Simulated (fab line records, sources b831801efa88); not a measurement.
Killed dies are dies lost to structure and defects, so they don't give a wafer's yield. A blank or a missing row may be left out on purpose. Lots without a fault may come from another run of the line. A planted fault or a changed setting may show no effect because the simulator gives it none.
fab line records | flow gf180mcu
record lots=13 wafers=38 last_day=34
route steps=602 shown DNWELL@40 LVPWELL@61 VT_IMPLANT@99 HV_LDD@197
lots that met no fault: from a run of the same line without faults
start_h: hours from the record's first day to the start of the lot's first wafer shown | wait_h: hours since the lot's step before | " the same as in the row above | L1.1+2: a row that stands for several wafers | - no value, or no start given | * or withheld: withheld | < > ~ a bound
route shown NAME@n: a module of which the file shows steps, and the number in the route of the first | usual: mean/standard deviation of fault-free wafers | same: alike in all rows | chamber/n: place in a boat | sites: the reading at each site | _std_site: their standard deviation | _edge_site: outer sites' mean less inner sites' | radius_mm: how far each site lies from the wafer's centre | mask NAME#n: copy n | behind: the tool/chamber that last shaped the wafer | hold: why the lot was held/for how many hours/how that ended | device: the transistor (n, p or np) that didn't switch | end of line: the same wafers' tests at the end of the route | a step without rows: its recipe alone | killed: dies lost to structure and defects at the first sort, not the wafer's yield | map: a wafer's dies, x killed, . not, _ none there
set.NAME: the setting as run; set.NAME@STEP: as run at that earlier step | model.NAME: the simulator's own value behind a step, which no gauge read
steps of the route over a sample of lots; a table a step, a row a wafer
services: from which hour (start_h, from the record's first day; less than 0 if before it) a tool's chamber was out of use, for how many hours, and why
## steps
# step GF_DNWELL_STRIP_08
# recipe chemistry=O2/N2 power_w=1400 pressure_mtorr=1500 platen_temp_c=250 o2_flow_sccm=3000 n2_flow_sccm=300 overash_fraction=0.5
# usual drypump_motor_current_A=5.6/0.49 heater_power_w=324/32 oes_product_au=0.722/0.004 strip_time_to_endpoint_s=36.97/0.083
# columns lot.wafer tool chamber start_h wait_h drypump_motor_current_A heater_power_w oes_product_au rf_hours_counter_h strip_time_to_endpoint_s
L123.1 plasma_asher-04 0 61.64 0.1 6.0 327 0.718 42 37.02
L123.3 " 0 " " 6.0 324 0.717 - 36.92
L123.6 " 1 " " 6.0 327 0.727 - 36.95
L124.2 plasma_asher-02 1 61.89 0.1 6.0 324 0.728 40 37.05
L124.3 " 0 " " 6.2 410 0.717 - 37.03
L124.5 " 0 " " 6.2 417 0.726 - 36.96
L122.1 plasma_asher-04 0 63.19 0.1 6.0 333 0.726 42 36.88
L122.4 " 0 " " 6.0 326 0.721 - 36.99
L122.5 " 1 " " 5.9 323 0.723 - 36.91
L126.1 plasma_asher-04 0 68.54 0.1 6.0 327 0.724 42 36.81
L126.3 " 1 " " 5.9 335 0.725 - 37.06
L126.5 " 0 " " 6.0 330 0.720 - 36.93
L128.3 plasma_asher-04 0 73.87 0.1 6.0 335 0.717 - 36.92
L128.4 " 1 " " 5.9 336 0.722 - 36.92
L137.2 plasma_asher-01 1 119.53 0.1 5.0 284 0.720 33 37.11
L137.3 " 1 " " 5.0 292 0.718 - 37.03
L137.4 " 0 " " 5.2 313 0.726 - 37.08
L138.1 plasma_asher-04 1 123.89 0.1 6.0 332 0.724 49 37.06
L138.4 " 0 " " 6.0 330 0.731 - 36.90
L138.5 " 1 " " 6.0 341 0.721 - 37.00
L139.3 plasma_asher-01 0 129.97 0.1 5.2 309 0.724 - 37.02
L139.4 " 1 " " 5.0 286 0.730 - 36.99
L139.5 " 1 " " 5.0 296 0.718 - 37.09
L141.1 plasma_asher-01 0 139.69 0.1 5.2 314 0.724 35 37.07
L141.3 " 0 " " 5.2 313 0.719 - 37.08
L141.6 " 0 " " 5.2 310 0.723 - 37.05
L142.1 plasma_asher-01 1 147.03 0.1 5.0 294 0.724 35 37.05
L142.5 " 1 " " 4.9 292 0.730 - 36.88
L142.6 " 0 " " 5.2 319 0.723 - 36.98
L143.2 plasma_asher-01 0 151.39 0.1 5.2 312 0.715 36 36.84
L143.3 " 1 " " 5.0 290 0.727 - 36.94
L143.4 " 0 " " 5.2 324 0.719 - 36.87
L144.3 plasma_asher-01 1 156.87 0.1 4.9 292 0.731 - 36.93
L144.4 " 0 " " 5.2 318 0.729 - 36.85
L144.5 " 1 " " 5.0 290 0.714 - 36.93
L145.3 plasma_asher-04 1 161.72 0.1 6.0 326 0.721 - 36.95
L145.4 " 0 " " 6.0 323 0.720 - 37.09
L145.6 " 1 " " 5.9 331 0.718 - 36.96
# step GF_LVPWELL_OVL_MEAS_07
# usual LVPWELL_OVL=-0.1/1.1
# columns lot.wafer tool chamber start_h wait_h LVPWELL_OVL[nm]
L123.1 overlay-01 - 87.84 - -1.4
L123.3 " - " " -2.6
L123.6 " - " " -2.5
L124.2 overlay-02 - 88.19 - 1.3
L124.3 " - " " 0.3
L124.5 " - " " 1.2
L122.1 overlay-01 - 88.89 - 0.2
L122.4 " - " " 1.3
L122.5 " - " " -0.9
L126.1 overlay-01 - 94.39 - -0.1
L126.3 " - " " -0.7
L126.5 " - " " -1.9
L128.3 overlay-01 - 99.31 - 0.3
L128.4 " - " " -0.5
L137.2 overlay-01 - 147.80 - -0.3
L137.3 " - " " 0.7
L137.4 " - " " 0.5
L138.1 overlay-02 - 152.64 - -0.4
L138.4 " - " " -0.9
L138.5 " - " " -0.6
L139.3 overlay-02 - 159.40 - 0.8
L139.4 " - " " 1.0
L139.5 " - " " 1.8
L141.1 overlay-02 - 169.38 - -0.1
L141.3 " - " " 0.7
L141.6 " - " " 0.3
L142.1 overlay-02 - 178.38 - -0.6
L142.5 " - " " 0.5
L142.6 " - " " 0.5
L143.2 overlay-01 - 180.99 - 0.8
L143.3 " - " " -0.5
L143.4 " - " " -0.5
L144.3 overlay-02 - 187.24 - 1.2
L144.4 " - " " -0.2
L144.5 " - " " 0.7
L145.3 overlay-02 - 192.60 - 0.4
L145.4 " - " " -0.8
L145.6 " - " " 0.1
# step GF_VT_IMPLANT_STRIP_09
# recipe chemistry=O2/N2 power_w=1400 pressure_mtorr=1500 platen_temp_c=250 o2_flow_sccm=3000 n2_flow_sccm=300 overash_fraction=0.5
# usual drypump_motor_current_A=6.06/0.088 heater_power_w=353/37 oes_product_au=0.716/0.0044 strip_time_to_endpoint_s=12.64/0.04
# columns lot.wafer tool chamber start_h wait_h drypump_motor_current_A heater_power_w oes_product_au rf_hours_counter_h strip_time_to_endpoint_s
L123.1 plasma_asher-02 1 127.67 0.1 5.99 324 0.713 1 12.66
L123.3 " 1 " " 6.01 328 0.711 - 12.58
L123.6 " 0 " " 6.23 416 0.715 - 12.65
L124.2 plasma_asher-03 1 128.22 0.1 6.04 349 0.717 47 12.71
L124.3 " 1 " " 5.99 351 0.714 - 12.72
L124.5 " 0 " " 6.11 343 0.710 - 12.74
L122.1 plasma_asher-03 0 129.47 0.1 6.10 338 0.718 47 12.61
L122.4 " 1 " " 6.03 341 0.718 - 12.58
L122.5 " 0 " " 6.12 348 0.716 - 12.55
L126.1 plasma_asher-03 1 134.78 0.1 6.03 346 0.723 48 12.68
L126.3 " 1 " " 6.00 351 0.717 - 12.65
L126.5 " 0 " " 6.09 342 0.717 - 12.67
L128.3 plasma_asher-02 1 139.51 0.1 5.96 331 0.713 - 12.63
L128.4 " 0 " " 6.19 434 0.722 - 12.64
L137.2 plasma_asher-03 0 194.12 0.1 6.13 334 0.711 54 12.59
L137.3 " 0 " " 6.13 331 0.718 - 12.58
L137.4 " 1 " " 6.05 345 0.715 - 12.57
L138.1 plasma_asher-03 0 196.93 0.1 6.08 347 0.710 55 12.62
L138.4 " 1 " " 6.01 347 0.718 - 12.64
L138.5 " 1 " " 6.02 354 0.713 - 12.63
L139.3 plasma_asher-04 0 205.86 0.1 6.01 326 0.721 - 12.63
L139.4 " 1 " " 5.97 330 0.711 - 12.61
L139.5 " 1 " " 5.98 332 0.720 - 12.63
L141.1 plasma_asher-04 1 215.22 0.1 5.95 324 0.722 59 12.65
L141.3 " 0 " " 6.01 331 0.707 - 12.60
L141.6 " 0 " " 6.01 327 0.714 - 12.63
L142.1 plasma_asher-02 1 226.82 0.1 5.97 328 0.723 11 12.68
L142.5 " 0 " " 6.20 425 0.709 - 12.63
L142.6 " 1 " " 5.99 324 0.711 - 12.68
L143.2 plasma_asher-03 1 230.07 0.1 6.02 352 0.717 58 12.65
L143.3 " 0 " " 6.13 340 0.717 - 12.71
L143.4 " 1 " " 6.04 349 0.722 - 12.68
L144.3 plasma_asher-04 0 237.91 0.1 6.02 326 0.720 - 12.68
L144.4 " 1 " " 5.97 328 0.717 - 12.67
L144.5 " 0 " " 6.03 326 0.719 - 12.60
L145.3 plasma_asher-02 0 242.66 0.1 6.20 426 0.725 - 12.58
L145.4 " 1 " " 6.03 326 0.716 - 12.59
L145.6 " 0 " " 6.20 432 0.713 - 12.63
# step GF_HV_LDD_IMPLANT_21
# recipe species=BF2 energy_kev=25 dose_cm2=5e+13 tilt_deg=7
# usual beam_on_s=10.02/0.18 faraday_current_uA=281/5.1
# columns lot.wafer tool chamber start_h wait_h beam_on_s faraday_current_uA
L124.2 implanter-01 0 247.72 0.0 9.95 283
L124.3 " 0 " " 9.95 281
L124.5 " 0 " " 9.93 284
L123.1 implanter-01 0 248.34 0.0 9.85 287
L123.3 " 0 " " 10.15 278
L123.6 " 0 " " 10.32 273
L122.1 implanter-01 0 249.94 0.0 10.04 281
L122.4 " 0 " " 7.56 373
L122.5 " 0 " " 8.11 348
L126.1 implanter-01 0 253.59 0.0 10.13 280
L126.3 " 0 " " 9.81 287
L126.5 " 0 " " 7.62 370
L128.3 implanter-01 0 263.54 0.1 10.15 279
L128.4 " 0 " " 7.78 362
L137.2 implanter-03 0 330.31 0.0 10.24 275
L137.3 " 0 " " 9.98 284
L137.4 " 0 " " 9.61 293
L138.1 implanter-03 0 334.79 0.0 10.03 281
L138.4 " 0 " " 10.15 277
L138.5 " 0 " " 10.01 282
L139.3 implanter-03 0 343.09 0.1 9.87 285
L139.4 " 0 " " 9.97 282
L139.5 " 0 " " 10.18 276
L141.1 implanter-01 0 358.39 0.0 9.81 286
L141.3 " 0 " " 9.54 295
L141.6 " 0 " " 10.35 272
L142.1 implanter-04 0 371.69 0.0 10.18 277
L142.5 " 0 " " 10.21 277
L142.6 " 0 " " 9.58 293
L143.2 implanter-04 0 378.91 0.0 9.90 285
L143.3 " 0 " " 9.98 282
L143.4 " 0 " " 10.14 278
L144.3 implanter-03 0 389.29 0.1 9.86 286
L144.4 " 0 " " 10.19 277
L144.5 " 0 " " 10.12 279
L145.3 implanter-04 0 395.99 0.1 9.89 285
L145.4 " 0 " " 10.24 275
L145.6 " 0 " " 10.04 281
# step GF_HV_LDD_TW_MEAS_23
# usual HV_LDD_2_TW=1055/10
# columns lot.wafer tool chamber start_h wait_h HV_LDD_2_TW
L124.2 film_metro-03 - 247.95 0.1 1067
L124.3 " - " " 1065
L124.5 " - " " 1063
L123.1 film_metro-03 - 248.59 0.1 1071
L123.3 " - " " 1071
L123.6 " - " " 1068
L122.1 film_metro-03 - 250.20 0.1 1066
L122.4 " - " " 982
L122.5 " - " " 976
L126.1 film_metro-01 - 253.84 0.1 1056
L126.3 " - " " 1060
L126.5 " - " " 973
L128.3 film_metro-01 - 263.76 0.1 1060
L128.4 " - " " 979
L137.2 film_metro-02 - 330.55 0.1 1051
L137.3 " - " " 1044
L137.4 " - " " 1042
L138.1 film_metro-03 - 335.04 0.1 1067
L138.4 " - " " 1066
L138.5 " - " " 1058
L139.3 film_metro-02 - 343.31 0.1 1042
L139.4 " - " " 1045
L139.5 " - " " 1047
L141.1 film_metro-01 - 358.64 0.1 1054
L141.3 " - " " 1058
L141.6 " - " " 1052
L142.1 film_metro-03 - 371.94 0.1 1064
L142.5 " - " " 1064
L142.6 " - " " 1065
L143.2 film_metro-03 - 379.15 0.1 1068
L143.3 " - " " 1068
L143.4 " - " " 1061
L144.3 film_metro-01 - 389.51 0.1 1061
L144.4 " - " " 1058
L144.5 " - " " 1065
L145.3 film_metro-01 - 396.21 0.1 1056
L145.4 " - " " 1062
L145.6 " - " " 1064
## services
# columns tool chamber start_h hours kind
implanter-04 - 41.24 1.4 repair
implanter-04 - 45.02 4.6 repair
implanter-03 - 54.08 4.3 pm
plasma_asher-04 - 64.37 1.3 repair
implanter-04 - 80.01 6.7 repair
plasma_asher-03 - 103.55 2.8 pm
plasma_asher-02 - 108.75 9.0 pm
plasma_asher-02 - 110.09 12.5 repair
plasma_asher-01 - 131.84 0.9 repair
implanter-03 - 163.24 2.1 repair
plasma_asher-02 - 176.75 2.1 repair
plasma_asher-02 - 199.56 2.5 repair
plasma_asher-01 - 199.65 7.3 repair
implanter-01 - 225.90 6.0 repair
plasma_asher-02 - 238.67 1.4 repair
plasma_asher-03 - 241.56 10.0 pm
plasma_asher-02 - 279.30 4.5 repair
implanter-03 - 283.23 2.6 pm
plasma_asher-03 - 291.79 12.4 repair
plasma_asher-02 - 300.37 22.3 repair
plasma_asher-01 - 325.95 1.4 repair
implanter-03 - 359.21 3.7 repair
implanter-03 - 382.25 1.4 repair
implanter-03 - 390.97 6.6 pm
## key
first_sign step=GF_HV_LDD_IMPLANT_21 reading=faraday_current_uA direction=up sigmas=16 usual=281 struck=363
effect step=GF_HV_LDD_IMPLANT_21 reading=beam_on_s direction=down sigmas=12 usual=10.02 struck=7.77
effect step=GF_HV_LDD_TW_MEAS_23 reading=HV_LDD_2_TW direction=down sigmas=7.4 usual=1055 struck=977
met_at GF_HV_LDD_IMPLANT_21
struck_lots L122,L126,L128
struck_wafers L122.4,L122.5,L126.5,L128.4
tester_left_out L122,L126,L128
not_acting_at GF_DNWELL_STRIP_08,GF_LVPWELL_OVL_MEAS_07,GF_VT_IMPLANT_STRIP_09
onset_between 248.34 249.94
fault kind=process_parameter_drift tool=implanter-01 chamber=- onset_h=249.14 steps=GF_HV_LDD_IMPLANT_21 channel=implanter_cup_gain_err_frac offset=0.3 shape=step end_h=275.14 scope=struck_wafers_only
# tester_left_out: of these lots the tester's yield and bins aren't shown, on N5 and GAA mostly nor the transistor test; their killed dies are dies lost to structure and defects alone, not to doping, threshold or leakage, so they don't give the yield
